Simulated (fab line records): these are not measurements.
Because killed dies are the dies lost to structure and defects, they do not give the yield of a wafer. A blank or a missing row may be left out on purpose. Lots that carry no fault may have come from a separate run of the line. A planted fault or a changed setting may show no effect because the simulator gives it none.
Which tool did it?	flow gf180mcu	Sampling: 6 lots, 18 wafers, 3 of 602 route steps

== WHAT EACH GAUGE READ, for each wafer ==
GF_VT_IMPLANT_RS_MEAS_47: measures by four-point-probe.
lot	measured	on	NWELL_RS (ohm/sq)
L619	day 8 06:14	film metro-01	486.5 486.2 486.6
L625	day 9 20:58	film metro-01	476.3 474.6 474.8
L630	day 11 07:14	film metro-02	487.7 487.2 488.9
L633	day 12 02:04	film metro-01	485.2 484.7 485.0
L636	day 12 18:35	film metro-04	488.7 488.5 487.8
L638	day 13 13:40	film metro-04	484.8 486.8 487.4

== WHAT TOOL EACH LOT RAN ON (gives the tool, then ch and the chambers of the sampled wafers, and finally the start) ==
lot	GF_STI_CMP_25	GF_NWELL_IMPLANT_09
L619	cmp-02 ch 0,1,2, day 2 15:04	implanter-03 ch 0, day 3 20:05
L625	cmp-02 ch 0,1,3, day 3 20:49	implanter-03 ch 0, day 5 03:44
L630	cmp-02 ch 2,3, day 4 23:35	implanter-01 ch 0, day 6 07:40
L633	cmp-02 ch 0,1,3, day 5 14:01	implanter-02 ch 0, day 6 23:29
L636	cmp-01 ch 2,3, day 6 05:27	implanter-03 ch 0, day 7 15:14
L638	cmp-01 ch 1,2,3, day 6 17:23	implanter-03 ch 0, day 8 04:38
- GF_STI_CMP_25: polishes, stops on Si3N4, t overpolish 33 s, target thk 524.6 nm.
- GF_NWELL_IMPLANT_09

== THE ANSWER, worked out from the rows above alone ==
Rule: what is usual is taken from the lots themselves. Put in order of their means at a reading, lots are off if they are a third of the lots or fewer, leave a main group of 4 or more, and stand apart from it by a gap of 3 or more times the standard deviation of the main group's means; of several such gaps the widest counts. The tables above print the reading to a certain number of digits; a main group whose means all agree to those digits is not used. Also off: a lot with no number at a reading for which 4 or more lots have one. The other lots that the step has rows for count as sound.
Off: at GF_VT_IMPLANT_RS_MEAS_47 (NWELL_RS), L625. The main group has a mean of 486.8 ohm/sq with a standard deviation of 1.2.
If a tool, at a process step before that reading, ran all the lots that are off and no sound lot after the first of them, it fits. Gauges at GF_VT_IMPLANT_RS_MEAS_47: tried the same way as those tools. Of those tried, none fits.

== WHAT THE SIMULATOR PUT IN ==
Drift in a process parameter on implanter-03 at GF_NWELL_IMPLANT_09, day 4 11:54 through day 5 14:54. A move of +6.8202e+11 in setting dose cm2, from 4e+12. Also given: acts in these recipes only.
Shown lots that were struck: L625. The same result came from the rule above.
